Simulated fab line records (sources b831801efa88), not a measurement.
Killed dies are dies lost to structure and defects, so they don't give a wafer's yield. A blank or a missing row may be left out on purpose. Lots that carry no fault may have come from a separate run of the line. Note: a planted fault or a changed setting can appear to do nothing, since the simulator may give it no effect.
fab line records    flow sky130    part 1 of 2: steps 1 to 27 of 39
[record] lots = 5  wafers = 15  last-day = 50
route steps=708 shown CAP2M@608 METAL4@621 VIA4@639
lots that met no fault: from a run of the same line without faults
start-h: hours from the record's opening day to when the first of the lot's shown wafers began    wait-h: time in hours since the lot's previous step    " same as the row above    L1.1+2: a single row standing in for several wafers    - value missing, or start not given    * or withheld: withheld    < > ~ a bound
route shown NAME@n: NAME is a module with steps in the file, n the number in the route of the first one    usual: mean/standard deviation taken from wafers without a fault    same: alike in all rows    chamber/n: place in a boat    sites: each site's reading    _std_site: the standard deviation of these    _edge_site: mean of outer sites minus mean of inner sites    radius-mm: how far each site lies from the wafer's centre    mask NAME#n: copy n    behind: the most recent tool/chamber to have shaped the wafer    hold: why the lot was held/for how many hours/how that ended    device: which transistor (n, p or np) failed to switch    end of line: at the end of the route, the tests of the same wafers    a step without rows: its recipe alone    killed: dies lost to structure and defects at the first sort, not the wafer's yield    map: a wafer's dies, marking killed ones x, the rest . and places with no die _
set.NAME: the run value of the setting; set.NAME@STEP: its run value at that earlier step    model.NAME: the simulator's own value behind a step, which no gauge read
a table for each step, a row for each wafer; lots at some steps of the route
services: the hour from which a tool's chamber was out of use, counted from the record's first day as start-h (under 0 if before that day), plus the number of hours and why
[[steps]]
[step SKY_CAP2M_DEHYDRATE_05]
[recipe] temp-c = 200  time-s = 60
[usual] plate-temp-C = 199.98/0.18
[same] time-s = 60
lot.wafer  tool            chamber  start-h  wait-h  plate-temp-C
L081.1     litho-track-03  0        995.00   10.5    200.02
L081.4     "               0        "        "       200.04
L081.5     "               0        "        "       200.10
L084.2     litho-track-02  0        1022.33  10.2    199.91
L084.5     "               0        "        "       199.86
L084.6     "               0        "        "       199.98
L089.2     litho-track-03  0        1045.37  10.3    200.28
L089.4     "               0        "        "       200.06
L089.6     "               0        "        "       200.06
L093.1     litho-track-01  0        1074.49  10.2    200.09
L093.2     "               0        "        "       199.73
L093.3     "               0        "        "       199.98
L097.2     litho-track-02  0        1095.23  9.7     199.90
L097.3     "               0        "        "       200.03
L097.5     "               0        "        "       199.92
[step SKY_CAP2M_HMDS_06]
[recipe] prime-time-s = 60  prime-temp-c = 120
lot.wafer   tool            chamber  start-h  wait-h
L081.1+4+5  litho-track-03  0        995.15   0.1
L084.2+5+6  litho-track-02  0        1022.48  0.1
L089.2+4+6  litho-track-03  0        1045.52  0.1
L093.1+2+3  litho-track-01  0        1074.64  0.1
L097.2+3+5  litho-track-02  0        1095.38  0.1
[step SKY_CAP2M_COAT_07]
[recipe] resist = NOVOLAK  spin-rpm = 3000  resist-thk-nm = 1140
lot.wafer   tool            chamber  start-h  wait-h
L081.1+4+5  litho-track-03  0        995.30   0.1
L084.2+5+6  litho-track-02  0        1022.63  0.1
L089.2+4+6  litho-track-03  0        1045.67  0.1
L093.1+2+3  litho-track-01  0        1074.79  0.1
L097.2+3+5  litho-track-02  0        1095.53  0.1
[step SKY_CAP2M_SOFTBAKE_08]
[recipe] temp-c = 90  time-s = 60  resist = NOVOLAK
[usual] plate-temp-C = 89.96/0.14
[same] time-s = 60
lot.wafer  tool            chamber  start-h  wait-h  plate-temp-C
L081.1     litho-track-03  0        995.45   0.1     90.23
L081.4     "               0        "        "       90.08
L081.5     "               0        "        "       90.17
L084.2     litho-track-02  0        1022.78  0.1     89.81
L084.5     "               0        "        "       89.75
L084.6     "               0        "        "       89.77
L089.2     litho-track-03  0        1045.82  0.1     90.05
L089.4     "               0        "        "       90.11
L089.6     "               0        "        "       90.10
L093.1     litho-track-01  0        1074.94  0.1     89.98
L093.2     "               0        "        "       89.78
L093.3     "               0        "        "       89.93
L097.2     litho-track-02  0        1095.68  0.1     89.96
L097.3     "               0        "        "       90.13
L097.5     "               0        "        "       89.76
[step SKY_CAP2M_EXPOSE_09]
[recipe] mask-id = CAP2M  na = 0.6  source-shape = conventional  sigma-outer = 0.6  polarization = unpolarized  target-cd-nm = 1000  dose-mj = 159
lot.wafer   tool              chamber  start-h  wait-h  mask
L081.1+4+5  iline-stepper-02  0        -        -       CAP2M#0
L084.2+5+6  iline-stepper-02  0        -        -       CAP2M#0
L089.2+4+6  iline-stepper-01  0        -        -       CAP2M#0
L093.1+2+3  iline-stepper-02  0        -        -       CAP2M#0
L097.2+3+5  iline-stepper-02  0        -        -       CAP2M#0
[step SKY_CAP2M_PEB_10]
[recipe] temp-c = withheld  time-s = *  resist = NOVOLAK
[same] time-s = *
lot.wafer   tool            chamber  start-h  wait-h
L081.1+4+5  litho-track-01  0        -        -
L084.2+5+6  litho-track-01  0        -        -
L089.2+4+6  litho-track-01  0        -        -
L093.1+2+3  litho-track-01  0        -        -
L097.2+3+5  litho-track-03  0        -        -
[step SKY_CAP2M_DEVELOP_11]
[recipe] resist = NOVOLAK  developer = TMAH  develop-time-s = 60  dev-temp-c = 23
lot.wafer   tool            chamber  start-h  wait-h
L081.1+4+5  litho-track-01  0        1006.44  0.1
L084.2+5+6  litho-track-01  0        1034.02  0.1
L089.2+4+6  litho-track-01  0        1056.57  0.1
L093.1+2+3  litho-track-01  0        1085.39  0.1
L097.2+3+5  litho-track-03  0        1106.32  0.1
[step SKY_CAP2M_OVL_MEAS_12]
[usual] CAP2M_OVL = 0.2/1.3
lot.wafer  tool        chamber  start-h  wait-h  CAP2M_OVL[nm]
L081.1     overlay-02  -        1006.59  0.1     1.1
L081.4     "           -        "        "       1.9
L081.5     "           -        "        "       -0.8
L084.2     overlay-01  -        1034.15  0.1     0.2
L084.5     "           -        "        "       2.1
L084.6     "           -        "        "       2.5
L089.2     overlay-02  -        1056.70  0.1     0.1
L089.4     "           -        "        "       0.4
L089.6     "           -        "        "       1.7
L093.1     overlay-01  -        1085.54  0.1     -1.5
L093.2     "           -        "        "       -0.6
L093.3     "           -        "        "       -1.7
L097.2     overlay-01  -        1106.45  0.1     0.9
L097.3     "           -        "        "       2.1
L097.5     "           -        "        "       2.8
[step SKY_CAP2M_METAL_ETCH_13]
[recipe] target-depth-nm = 220  stop-on = SiO2  chemistry = Cl2/BCl3  target = TiN  pressure-mtorr = 10  icp-w = 900  bias-w = 48.5  Cl2_flow_sccm = 60  bcl3-flow-sccm = 30  time-s = 62.9
[usual] bias-w = 48.47/0.14  drypump-motor-current-A = 5.7/0.46  oes-product-au = 0.940/0.0092  throttle-valve-pct = 21.903/0.01
[same] time-s = 62.9
lot.wafer  tool          chamber  start-h  wait-h  bias-w  drypump-motor-current-A  oes-product-au  rf-hours-counter-h  throttle-valve-pct
L081.1     rie-metal-02  0        1006.63  0.0     48.38   5.3                      0.932           4                   21.918
L081.4     "             0        "        "       48.49   5.3                      0.938           -                   21.902
L081.5     "             0        "        "       48.36   5.3                      0.941           -                   21.902
L084.2     rie-metal-04  0        1034.18  0.0     48.42   5.1                      0.934           12                  21.890
L084.5     "             1        "        "       48.45   5.8                      0.937           -                   21.902
L084.6     "             0        "        "       48.73   5.1                      0.943           -                   21.885
L089.2     rie-metal-03  1        1056.73  0.0     48.35   6.5                      0.949           6                   21.897
L089.4     "             0        "        "       48.39   5.7                      0.939           -                   21.909
L089.6     "             0        "        "       48.52   5.6                      0.939           -                   21.898
L093.1     rie-metal-04  0        1085.58  0.0     48.47   5.1                      0.927           15                  21.898
L093.2     "             1        "        "       48.62   5.8                      0.941           21                  21.888
L093.3     "             0        "        "       48.58   5.1                      0.941           -                   21.921
L097.2     rie-metal-03  1        1106.48  0.0     48.44   6.5                      0.928           9                   21.909
L097.3     "             1        "        "       48.41   6.5                      0.953           -                   21.890
L097.5     "             1        "        "       48.38   6.5                      0.922           -                   21.906
[step SKY_CAP2M_STRIP_14]
[recipe] chemistry = O2/N2  power-w = 1400  pressure-mtorr = 1500  platen-temp-c = withheld  o2-flow-sccm = 3000  n2-flow-sccm = 300  overash-fraction = 0.5
[usual] drypump-motor-current-A = 5.45/0.22  oes-product-au = 0.711/0.005  strip-time-to-endpoint-s = 12.59/0.049
lot.wafer  tool             chamber  start-h  wait-h  drypump-motor-current-A  oes-product-au  rf-hours-counter-h  strip-time-to-endpoint-s
L081.1     plasma-asher-04  0        1006.71  0.1     5.13                     0.704           112                 12.55
L081.4     "                1        "        "       5.67                     0.710           -                   12.55
L081.5     "                1        "        "       5.65                     0.710           -                   12.53
L084.2     plasma-asher-03  1        1034.26  0.1     5.71                     0.710           60                  12.62
L084.5     "                0        "        "       5.28                     0.717           -                   12.63
L084.6     "                1        "        "       5.69                     0.710           -                   12.58
L089.2     plasma-asher-03  1        1056.81  0.1     5.70                     0.714           62                  12.66
L089.4     "                0        "        "       5.27                     0.714           -                   12.67
L089.6     "                0        "        "       5.30                     0.713           -                   12.67
L093.1     plasma-asher-03  0        1085.66  0.1     5.29                     0.708           65                  12.57
L093.2     "                1        "        "       5.70                     0.711           65                  12.56
L093.3     "                1        "        "       5.70                     0.708           -                   12.57
L097.2     plasma-asher-01  1        1106.56  0.1     5.43                     0.716           101                 12.69
L097.3     "                0        "        "       5.52                     0.713           -                   12.66
L097.5     "                0        "        "       5.52                     0.713           -                   12.66
[step SKY_CAP2M_STRIP_15]
[recipe] chemistry = post-etch-residue-remover  time-s = 1200  temp-c = 72.5
[usual] bath-guard-temp-C = 72.4/0.69
[same] time-s = 1200
lot.wafer  tool          chamber  start-h  wait-h  bath-guard-temp-C
L081.1     wet-bench-03  0        1006.81  0.1     72.1
L081.4     "             0        "        "       72.3
L081.5     "             0        "        "       72.4
L084.2     wet-bench-03  2        1034.36  0.1     70.9
L084.5     "             2        "        "       71.1
L084.6     "             2        "        "       71.3
L089.2     wet-bench-02  0        1056.91  0.1     72.5
L089.4     "             0        "        "       72.4
L089.6     "             0        "        "       72.3
L093.1     wet-bench-02  3        1085.76  0.1     73.7
L093.2     "             3        "        "       73.8
L093.3     "             3        "        "       74.2
L097.2     wet-bench-02  2        1106.66  0.1     73.1
L097.3     "             2        "        "       73.3
L097.5     "             2        "        "       73.4
[step SKY_CAP2M_CLEAN_16]
[recipe] chemistry = IPA  time-s = 180  temp-c = 25
[same] time-s = 180
lot.wafer   tool          chamber  start-h  wait-h
L081.1+4+5  wet-bench-01  2        1007.15  0.0
L084.2+5+6  wet-bench-01  3        1034.70  0.0
L089.2+4+6  wet-bench-01  0        1057.28  0.0
L093.1+2+3  wet-bench-01  0        1086.10  0.0
L097.2+3+5  wet-bench-02  0        1107.00  0.0
[step SKY_CAP2M_CLEAN_17]
[recipe] chemistry = O3/DIW  dry = n2-spin
lot.wafer   tool          chamber  start-h  wait-h
L081.1+4+5  wet-bench-02  2        1007.21  0.0
L084.2+5+6  wet-bench-02  3        1034.76  0.0
L089.2+4+6  wet-bench-03  0        1057.34  0.0
L093.1+2+3  wet-bench-03  2        1086.16  0.0
L097.2+3+5  wet-bench-02  0        1107.06  0.0
[step SKY_METAL4_DEHYDRATE_05]
[recipe] temp-c = 200  time-s = 60
[usual] plate-temp-C = 199.98/0.17
[same] time-s = 60
lot.wafer  tool            chamber  start-h  wait-h  plate-temp-C
L081.1     litho-track-04  0        1018.44  11.1    199.91
L081.4     "               0        "        "       200.10
L081.5     "               0        "        "       200.16
L084.2     litho-track-01  0        1044.77  9.9     200.27
L084.5     "               0        "        "       200.28
L084.6     "               0        "        "       200.37
L089.2     litho-track-01  0        1067.92  10.5    199.79
L089.4     "               0        "        "       199.88
L089.6     "               0        "        "       199.76
L093.1     litho-track-04  0        1095.74  9.5     200.05
L093.2     "               0        "        "       199.94
L093.3     "               0        "        "       199.94
L097.2     litho-track-03  0        1116.47  9.3     200.32
L097.3     "               0        "        "       199.73
L097.5     "               0        "        "       200.02
[step SKY_METAL4_HMDS_06]
[recipe] prime-time-s = 60  prime-temp-c = 120
lot.wafer   tool            chamber  start-h  wait-h
L081.1+4+5  litho-track-04  0        1018.59  0.1
L084.2+5+6  litho-track-01  0        1044.92  0.1
L089.2+4+6  litho-track-01  0        1068.07  0.1
L093.1+2+3  litho-track-04  0        1095.89  0.1
L097.2+3+5  litho-track-03  0        1116.62  0.1
[step SKY_METAL4_COAT_07]
[recipe] resist = BARC  temp-c = withheld  time-s = withheld  spin-rpm = 3000  resist-thk-nm = 60
lot.wafer   tool            chamber  start-h  wait-h
L081.1+4+5  litho-track-04  0        1018.74  0.1
L084.2+5+6  litho-track-01  0        1045.07  0.1
L089.2+4+6  litho-track-01  0        1068.22  0.1
L093.1+2+3  litho-track-04  0        1096.04  0.1
L097.2+3+5  litho-track-03  0        1116.77  0.1
[step SKY_METAL4_COAT_08]
[recipe] resist = KrF-thick  spin-rpm = 3000  resist-thk-nm = 1140
lot.wafer   tool            chamber  start-h  wait-h
L081.1+4+5  litho-track-04  0        -        -
L084.2+5+6  litho-track-01  0        -        -
L089.2+4+6  litho-track-01  0        -        -
L093.1+2+3  litho-track-04  0        -        -
L097.2+3+5  litho-track-03  0        -        -
[step SKY_METAL4_SOFTBAKE_09]
[recipe] temp-c = 100  time-s = 90  resist = KrF-thick
[usual] plate-temp-C = 100.01/0.15
[same] time-s = 90
lot.wafer  tool            chamber  start-h  wait-h  plate-temp-C
L081.1     litho-track-04  0        -        -       99.92
L081.4     "               0        "        "       100.02
L081.5     "               0        "        "       99.91
L084.2     litho-track-01  0        -        -       100.12
L084.5     "               0        "        "       100.18
L084.6     "               0        "        "       100.21
L089.2     litho-track-01  0        -        -       100.00
L089.4     "               0        "        "       100.11
L089.6     "               0        "        "       100.13
L093.1     litho-track-04  0        -        -       99.94
L093.2     "               0        "        "       99.85
L093.3     "               0        "        "       99.86
L097.2     litho-track-03  0        -        -       99.73
L097.3     "               0        "        "       99.75
L097.5     "               0        "        "       99.69
[step SKY_METAL4_EXPOSE_10]
[recipe] mask-id = MM4  na = 0.68  source-shape = annular  sigma-inner = 0.4  sigma-outer = 0.8  target-cd-nm = 300  dose-mj = 28
lot.wafer   tool            chamber  start-h  wait-h  mask
L081.1+4+5  krf-scanner-01  0        -        -       MM4#0
L084.2+5+6  krf-scanner-02  0        -        -       MM4#0
L089.2+4+6  krf-scanner-01  0        -        -       MM4#0
L093.1+2+3  krf-scanner-01  0        -        -       MM4#0
L097.2+3+5  krf-scanner-01  0        -        -       MM4#0
[step SKY_METAL4_PEB_11]
[recipe] peb-temp-c = withheld  peb-time-s = withheld  resist = KrF-thick
lot.wafer   tool            chamber  start-h  wait-h
L081.1+4+5  litho-track-03  0        -        -
L084.2+5+6  litho-track-01  0        -        -
L089.2+4+6  litho-track-04  0        -        -
L093.1+2+3  litho-track-04  0        -        -
L097.2+3+5  litho-track-04  0        -        -
[step SKY_METAL4_DEVELOP_12]
[recipe] develop-time-s = 60  resist = KrF-thick  dev-temp-c = 21
lot.wafer   tool            chamber  start-h  wait-h
L081.1+4+5  litho-track-03  0        -        -
L084.2+5+6  litho-track-01  0        -        -
L089.2+4+6  litho-track-04  0        -        -
L093.1+2+3  litho-track-04  0        -        -
L097.2+3+5  litho-track-04  0        -        -
[step SKY_METAL4_CD_MEAS_13]
[recipe] target-cd-nm = 300
[usual] cd-nm = 300.2/1.6
lot.wafer  tool       chamber  start-h  wait-h  cd-nm
L081.1     cd-sem-02  -        1030.35  -       300.5
L081.4     "          -        "        "       300.4
L081.5     "          -        "        "       301.2
L084.2     cd-sem-01  -        1056.41  -       300.7
L084.5     "          -        "        "       299.9
L084.6     "          -        "        "       300.1
L089.2     cd-sem-01  -        1079.36  -       303.5
L089.4     "          -        "        "       302.2
L089.6     "          -        "        "       304.4
L093.1     cd-sem-01  -        1106.89  -       299.6
L093.2     "          -        "        "       301.5
L093.3     "          -        "        "       300.0
L097.2     cd-sem-01  -        1126.86  -       301.5
L097.3     "          -        "        "       302.2
L097.5     "          -        "        "       301.5
[step SKY_METAL4_OVL_MEAS_14]
[usual] METAL4_OVL = 0/5.2
lot.wafer  tool        chamber  start-h  wait-h  METAL4_OVL[nm]
L081.1     overlay-02  -        1030.47  0.1     1
L081.4     "           -        "        "       -6
L081.5     "           -        "        "       6
L084.2     overlay-01  -        1056.52  0.1     -4
L084.5     "           -        "        "       -9
L084.6     "           -        "        "       -2
L089.2     overlay-02  -        1079.47  0.1     0
L089.4     "           -        "        "       -3
L089.6     "           -        "        "       -1
L093.1     overlay-01  -        1107.01  0.1     3
L093.2     "           -        "        "       5
L093.3     "           -        "        "       1
L097.2     overlay-01  -        1126.97  0.1     0
L097.3     "           -        "        "       -1
L097.5     "           -        "        "       6
[step SKY_METAL4_DESCUM_15]
[recipe] chemistry = O2  source-power-w = 150  bias-power-w = 0  pressure-mtorr = 10  temp-c = 40  time-s = 8
[usual] drypump-motor-current-A = 5.7/0.49  oes-product-au = 1.009/0.014
[same] time-s = 8
lot.wafer  tool          chamber  start-h  wait-h  drypump-motor-current-A  oes-product-au  rf-hours-counter-h
L081.1     rie-metal-02  0        1030.50  0.0     5.3                      1.015           6
L081.4     "             0        "        "       5.3                      1.021           -
L081.5     "             0        "        "       5.3                      1.011           -
L084.2     rie-metal-04  0        1056.55  0.0     5.0                      1.024           13
L084.5     "             0        "        "       5.1                      1.020           -
L084.6     "             1        "        "       5.8                      1.011           -
L089.2     rie-metal-01  0        1079.50  0.0     5.7                      0.996           15
L089.4     "             1        "        "       6.6                      1.015           -
L089.6     "             0        "        "       5.6                      0.999           -
L093.1     rie-metal-02  0        1107.05  0.0     5.3                      0.998           13
L093.2     "             1        "        "       5.8                      0.983           4
L093.3     "             0        "        "       5.3                      1.013           -
L097.2     rie-metal-01  0        1127.00  0.0     5.6                      0.992           19
L097.3     "             1        "        "       6.6                      1.000           -
L097.5     "             1        "        "       6.7                      0.999           -
[step SKY_METAL4_ETCH_16]
[recipe] chemistry = N2/H2  target = BARC  ion-energy-ev = 200  bias-w = 100  pressure-mtorr = 30  n2-flow-sccm = 100  h2-flow-sccm = 200  icp-w = 500  stop-on = SiO2  time-s = 88.2  target-depth-a = 600
[usual] bias-w = 100.0/0.34  drypump-motor-current-A = 5.7/0.5  h2-flow-sccm = 200.0/0.61  oes-product-au = 0.626/0.0046  throttle-valve-pct = 13.206/0.0089
[same] time-s = 88.2
lot.wafer  tool          chamber  start-h  wait-h  bias-w  drypump-motor-current-A  h2-flow-sccm  oes-product-au  rf-hours-counter-h  throttle-valve-pct
L081.1     rie-metal-02  0        1030.57  0.1     99.3    5.3                      200.2         0.619           6                   13.216
L081.4     "             0        "        "       99.3    5.3                      200.6         0.626           -                   13.208
L081.5     "             0        "        "       99.6    5.3                      200.1         0.634           -                   13.205
L084.2     rie-metal-04  0        1056.58  0.0     100.5   5.1                      199.7         0.631           13                  13.198
L084.5     "             0        "        "       100.4   5.1                      199.8         0.626           -                   13.211
L084.6     "             1        "        "       100.0   5.8                      199.5         0.630           -                   13.218
L089.2     rie-metal-01  0        1079.53  0.0     100.9   5.6                      200.6         0.628           15                  13.209
L089.4     "             1        "        "       100.1   6.7                      200.6         0.625           -                   13.201
L089.6     "             0        "        "       100.5   5.7                      200.3         0.617           -                   13.201
L093.1     rie-metal-02  0        1107.08  0.0     100.7   5.3                      200.2         0.627           13                  13.213
L093.2     "             1        "        "       99.7    5.8                      200.0         0.629           4                   13.203
L093.3     "             0        "        "       100.6   5.3                      199.7         0.621           -                   13.201
L097.2     rie-metal-01  0        1127.03  0.0     99.6    5.7                      200.1         0.627           19                  13.197
L097.3     "             1        "        "       100.1   6.6                      200.5         0.629           -                   13.203
L097.5     "             1        "        "       100.2   6.7                      199.5         0.631           -                   13.201
[step SKY_METAL4_ETCH_17]
[recipe] target = SiO2  stop-on = TiN  chemistry = C4F8/O2/Ar  source-w = 1500  bias-w = 1200  pressure-mtorr = 40  c4f8-flow-sccm = withheld  O2_flow_sccm = 6  Ar_flow_sccm = 300  time-s = 3.9  target-depth-a = 150
[usual] bias-w = 1200/3.5  oes-product-au = 0.758/0.0073
[same] time-s = 3.9
lot.wafer  tool         chamber  start-h  wait-h  bias-w  oes-product-au  rf-hours-counter-h
L081.1     rie-diel-02  0        1030.76  0.2     1200    0.753           27
L081.4     "            2        "        "       1200    0.770           6
L081.5     "            0        "        "       1201    0.753           -
L084.2     rie-diel-02  3        1056.68  0.1     1197    0.747           25
L084.5     "            1        "        "       1204    0.757           -
L084.6     "            2        "        "       1195    0.760           -
L089.2     rie-diel-01  3        1079.63  0.1     1201    0.761           8
L089.4     "            2        "        "       1196    0.772           29
L089.6     "            2        "        "       1194    0.765           -
L093.1     rie-diel-04  3        1107.18  0.1     1197    0.761           9
L093.2     "            2        "        "       1198    0.751           6
L093.3     "            0        "        "       1197    0.755           14
L097.2     rie-diel-04  0        1127.13  0.1     1200    0.741           15
L097.3     "            3        "        "       1197    0.760           10
L097.5     "            3        "        "       1192    0.750           -
[step SKY_METAL4_METAL_ETCH_18]
[recipe] target-depth-a = 8450  stop-on = SiO2  over-etch-frac = 0.3  time-s = 183.1  chemistry = Cl2/BCl3  resist-sidewall-deg = 88  pressure-mtorr = 10  icp-w = 900  bias-w = 48.5  Cl2_flow_sccm = 60  bcl3-flow-sccm = 30
[usual] bias-w = 48.47/0.13  drypump-motor-current-A = 5.8/0.53  oes-product-au = 0.866/0.0071  throttle-valve-pct = 22.265/0.0093
[same] time-s = 183.1
lot.wafer  tool          chamber  start-h  wait-h  bias-w  drypump-motor-current-A  oes-product-au  rf-hours-counter-h  throttle-valve-pct
L081.1     rie-metal-01  1        1030.78  0.0     48.39   6.6                      0.865           15                  22.260
L081.4     "             0        "        "       48.44   5.6                      0.864           -                   22.253
L081.5     "             1        "        "       48.33   6.6                      0.860           -                   22.270
L084.2     rie-metal-01  1        1056.70  0.0     48.59   6.6                      0.868           17                  22.256
L084.5     "             0        "        "       48.57   5.6                      0.865           -                   22.265
L084.6     "             1        "        "       48.72   6.6                      0.863           -                   22.262
L089.2     rie-metal-02  1        1079.65  0.0     48.40   5.8                      0.865           2                   22.273
L089.4     "             0        "        "       48.43   5.3                      0.862           -                   22.268
L089.6     "             1        "        "       48.40   5.8                      0.858           -                   22.278
L093.1     rie-metal-01  0        1107.20  0.0     48.55   5.6                      0.877           17                  22.266
L093.2     "             1        "        "       48.50   6.6                      0.874           21                  22.270
L093.3     "             1        "        "       48.65   6.7                      0.863           -                   22.254
L097.2     rie-metal-04  0        1127.15  0.0     48.55   5.1                      0.851           18                  22.259
L097.3     "             1        "        "       48.71   5.8                      0.864           -                   22.266
L097.5     "             1        "        "       48.39   5.8                      0.856           -                   22.266
